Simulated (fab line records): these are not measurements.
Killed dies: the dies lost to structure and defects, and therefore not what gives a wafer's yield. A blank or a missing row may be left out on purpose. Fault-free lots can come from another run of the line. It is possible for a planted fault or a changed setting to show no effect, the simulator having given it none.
Comparing a struck lot with a sound one	flow sky130	35 out of 708 route steps
Sound: the wafers L213.2, L213.3, L213.6. Struck: wafer L221.6 (L221.1, L221.5, from the same lot, were not struck and are left out); the cause is given at the end.
At each step with rows: each side's tool, then ch and its chambers, then its first start. Under that, the readings that differ: sound wafers	struck wafers	difference of the means	sigmas: that difference in standard deviations of wafers without a fault.
alike: same words and numbers on both sides, and readings whose means sit less than 2 such deviations apart. not compared: any withheld reading, any reading some wafer has no value for, any bound like >300 that may hide the same value, and any number with overlapping values for which the record gives no deviation.
A row with sigmas, a row that says differs or no value, or rows on one side alone: a step with any of these is where the two part. Numbers that have no deviation but don't overlap get no sigmas and don't part them. Lack of a reading on every wafer of one side parts them only where that side has two or more wafers.

first, 5 steps without rows for these wafers: SKY_METAL5_SOFTBAKE_10 (time 60 s); SKY_METAL5_EXPOSE_11 (exposes mask MM5, target cd 1600 nm); SKY_METAL5_PEB_12; SKY_METAL5_DEVELOP_13 (develop time 60 s); SKY_METAL5_DESCUM_14 (chemistry O2, time 11 s).
SKY_METAL5_METAL_ETCH_15: etches the open film in Cl2/BCl3, stops on SiO2, target depth 1260 nm, time 252 s.
  sound on rieMetal-02 ch 0,1, day 44 19:07; struck on rieMetal-02 ch 1, day 46 20:49
  alike: biasW, chamberPressureMTorr, drypumpMotorCurrentA, oesProductAu, throttleValvePct
  not compared: rfHoursCounterH
SKY_METAL5_STRIP_16: strips in O2/N2.
  sound on plasmaAsher-01 ch 0,1, day 44 19:21; struck on plasmaAsher-01 ch 1, day 46 21:03
  alike: chamberPressureMTorr, drypumpMotorCurrentA, n2FlowSccm, oesProductAu, stripTimeToEndpointS
  not compared: rfHoursCounterH
then, 3 steps without rows for these wafers: SKY_METAL5_STRIP_17 (strips in post etch residue remover, time 1200 s); SKY_METAL5_CLEAN_18 (cleans in IPA, time 180 s); SKY_METAL5_CLEAN_19 (cleans in O3/DIW).
SKY_PASSIVATION_CVD_00: deposits SiO2, target thk 90 nm.
  sound on pecvd-04 ch 1,2, day 44 19:57; struck on pecvd-01 ch 1, day 46 21:41
  alike: heaterPowerW
SKY_PASSIVATION_THK_MEAS_01:
  sound: filmMetro-01 at day 44 19:59; struck: filmMetro-01 at day 46 21:43
  alike: PASSIVATION_CVD_00_THK
SKY_PASSIVATION_CVD_02: deposits Si3N4, target thk 540 nm.
  sound on pecvd-01 ch 0,2, day 44 20:02; struck on pecvd-03 ch 2, day 46 21:46
reading	sound	struck	difference	sigmas
model.Si3N4_of_PASSIVATION_CVD_02.thkNm (nm)	541.1 532.2 555	521.5	-21.3	
  alike: heaterPowerW
SKY_PASSIVATION_THK_MEAS_03:
  sound: filmMetro-02 at day 44 20:16; struck: filmMetro-04 at day 46 21:59
reading	sound	struck	difference	sigmas
PASSIVATION_CVD_02_THK (nm)	542 532 555	522	-21	-3
then, 7 steps without rows for these wafers: SKY_PASSIVATION_DEHYDRATE_04 (time 60 s); SKY_PASSIVATION_HMDS_05 (prime time 60 s); SKY_PASSIVATION_COAT_06 (resist thk 3000 nm); SKY_PASSIVATION_SOFTBAKE_07; SKY_PASSIVATION_EXPOSE_08 (exposes mask NSM, target cd 3000 nm); SKY_PASSIVATION_PEB_09; SKY_PASSIVATION_DEVELOP_10 (develop time 60 s).
SKY_PASSIVATION_ETCH_11: etches the open film in CF4/O2, stops on AlCu, target depth 725 nm, time 161.1 s.
  sound on rieDiel-03 ch 0,1,3, day 45 18:04; struck on rieDiel-03 ch 2, day 47 18:11
reading	sound	struck	difference	sigmas
model.PASSIVATION.featureDepthNm (nm)	708.2 698.1 722.7	685.7	-24.0	
model.etch.depthNm (nm)	708.2 698.1 722.7	685.7	-24.0	
  alike: biasW, chamberPressureMTorr, drypumpMotorCurrentA, oesProductAu, throttleValvePct
  not compared: rfHoursCounterH
SKY_PASSIVATION_STRIP_12: strips in O2/N2.
  sound on plasmaAsher-03 ch 0, day 45 18:11; struck on plasmaAsher-03 ch 0, day 47 18:17
  alike: chamberPressureMTorr, drypumpMotorCurrentA, n2FlowSccm, oesProductAu, stripTimeToEndpointS
  not compared: rfHoursCounterH
then, 7 steps without rows for these wafers: SKY_PAD_OPEN_DEHYDRATE_00 (time 60 s); SKY_PAD_OPEN_HMDS_01 (prime time 60 s); SKY_PAD_OPEN_COAT_02 (resist thk 3000 nm); SKY_PAD_OPEN_SOFTBAKE_03; SKY_PAD_OPEN_EXPOSE_04 (exposes mask PDM, target cd 60000 nm); SKY_PAD_OPEN_PEB_05; SKY_PAD_OPEN_DEVELOP_06 (develop time 60 s).
SKY_PAD_OPEN_ETCH_07: etches the open film in CF4/O2, stops on AlCu, target depth 725 nm, time 161.1 s.
  sound on rieDiel-04 ch 1,2,3, day 46 15:29; struck on rieDiel-04 ch 3, day 48 13:35
reading	sound	struck	difference	sigmas
throttleValvePct (%)	5.975 5.950 5.964	5.943	-0.020	-2
model.PAD_OPEN.featureDepthNm (nm)	708.2 698.1 719.1	685.7	-22.8	
model.etch.depthNm (nm)	708.2 698.1 719.1	685.7	-22.8	
  alike: biasW, chamberPressureMTorr, drypumpMotorCurrentA, oesProductAu
  not compared: rfHoursCounterH
SKY_PAD_OPEN_STRIP_08: strips in O2/N2.
  sound on plasmaAsher-01 ch 0, day 46 15:35; struck on plasmaAsher-04 ch 1, day 48 13:41
reading	sound	struck	difference	sigmas
chamberPressureMTorr (mTorr)	1499.8 1498.4 1500.1	1502.6	+3.2	+2
drypumpMotorCurrentA (A)	5.6 5.7 5.7	4.9	-0.8	-2
  alike: n2FlowSccm, oesProductAu, stripTimeToEndpointS
  not compared: rfHoursCounterH
SKY_PAD_OPEN_STRIP_09: strips in post etch residue remover, time 1200 s.
  sound on wetBench-04 ch 1, day 46 15:41; struck on wetBench-02 ch 0, day 48 13:47
reading	sound	struck	difference	sigmas
model.Si3N4_of_PASSIVATION_CVD_02.thkNm (nm)	540.7 531.9 554.7	521.1	-21.3	
then, 1 step without rows for these wafers: SKY_PAD_OPEN_CLEAN_10 (cleans in IPA, time 180 s).
SKY_PAD_OPEN_PROBE_99:
  the record has rows for the sound wafers here (prober-01, day 46 17:57) and none for the struck ones

== WHERE THEY PART ==
First at SKY_PASSIVATION_THK_MEAS_03; last, within this record, at SKY_PAD_OPEN_PROBE_99.

WHY: whatever the simulator had introduced
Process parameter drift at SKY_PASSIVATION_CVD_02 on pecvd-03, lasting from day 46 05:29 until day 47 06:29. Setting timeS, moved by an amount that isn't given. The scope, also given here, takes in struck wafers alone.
